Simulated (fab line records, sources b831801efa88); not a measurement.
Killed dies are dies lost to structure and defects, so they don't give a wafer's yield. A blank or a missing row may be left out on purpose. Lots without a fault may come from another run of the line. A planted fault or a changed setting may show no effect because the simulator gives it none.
Problem report in the 8D (eight disciplines) form, filled by code | flow gf180mcu | the parts of the form that need people (team, actions taken, sign-off) are left out

1. THE PROBLEM
strip_time_to_endpoint_s at GF_MVSD_STRIP_10 reads a mean of 35.85 s on 6 wafers of 2 lots; wafers without a fault read 36.97 s with a standard deviation of 0.1. That is -11 standard deviations from the usual mean.
The step: strips in O2/N2.
First seen on wafer L324.2, day 7 11:15, on plasma_asher-02. The record holds 39 wafers of 13 lots with a number at this step. Rule for "out", or "out of limits": more than 4 standard deviations from the usual mean. The other wafers with a number count as sound.

2. WHAT IT IS AND WHAT IT IS NOT
question                    | is                       | is not
which readings at this step | strip_time_to_endpoint_s | drypump_motor_current_A, heater_power_w
which lots                  | L324, L325               | L312, L313, L314, L317, L318, L320, L328, L329, L330, L333, L335
which wafers of those lots  | all that have a number   | -
read on which tools         | plasma_asher-02          | plasma_asher-03, plasma_asher-04
when                        | from day 7 11:15         | up to then (18 sound wafers); but 15 sound wafers of L328, L329, L330, L333, L335 came after

3. SUSPECTS, AND WHAT RULES EACH OUT
Counting: a tool at a process step up to the reading stays a suspect if it ran every lot that is out and no sound lot after the first of them.
- plasma_asher-04 at GF_LVPWELL_STRIP_10 (strips in O2/N2): ruled out as a lasting fault. Sound lots L328, L329 ran on it after its first lot that is out, L324 (day 6 19:33).
- plasma_asher-02 at GF_MVSD_STRIP_10 (strips in O2/N2): kept. It ran every lot that is out, first L324 (day 7 11:15), and no sound lot after that; its last sound lot up to then is L320 (day 6 07:52). Its own readings are out on those wafers: strip_time_to_endpoint_s.
Left after counting: plasma_asher-02 at GF_MVSD_STRIP_10.

4. THE CAUSE (what the simulator had put in)
Process parameter drift: plasma_asher-02, from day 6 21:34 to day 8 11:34, at GF_MVSD_STRIP_10. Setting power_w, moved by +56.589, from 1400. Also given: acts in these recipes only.
Counting left only this tool.

5. THE CHAIN OF EFFECTS, in route order
Each row: a reading whose mean over the struck wafers that have a number lies more than 3 standard deviations from the usual. Only readings for which the record gives a usual standard deviation are gone through. hours: the time from each lot's start at the first step in this table that gives one to its start at this step, as a median over the lots. sigmas: the change in usual standard deviations.
hours | step             | reading                  | usual      | on struck wafers | change | sigmas
0     | GF_MVSD_STRIP_10 | oes_product_au           | 0.722 a.u. | 0.738            | +0.016 | +3.2
0     | GF_MVSD_STRIP_10 | strip_time_to_endpoint_s | 36.97 s    | 35.85            | -1.12  | -11
The process steps in it:
- GF_MVSD_STRIP_10: strips in O2/N2.
Later measuring or inspecting steps at which every struck wafer that the step has a row for has a number for every such reading, and none has moved that far: GF_VT_IMPLANT_TW_MEAS_43.

6. WHAT WOULD HAVE CAUGHT IT SOONER
In this record the first reading out of limits was taken at day 7 11:15, 14 hours after the fault began at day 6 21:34.
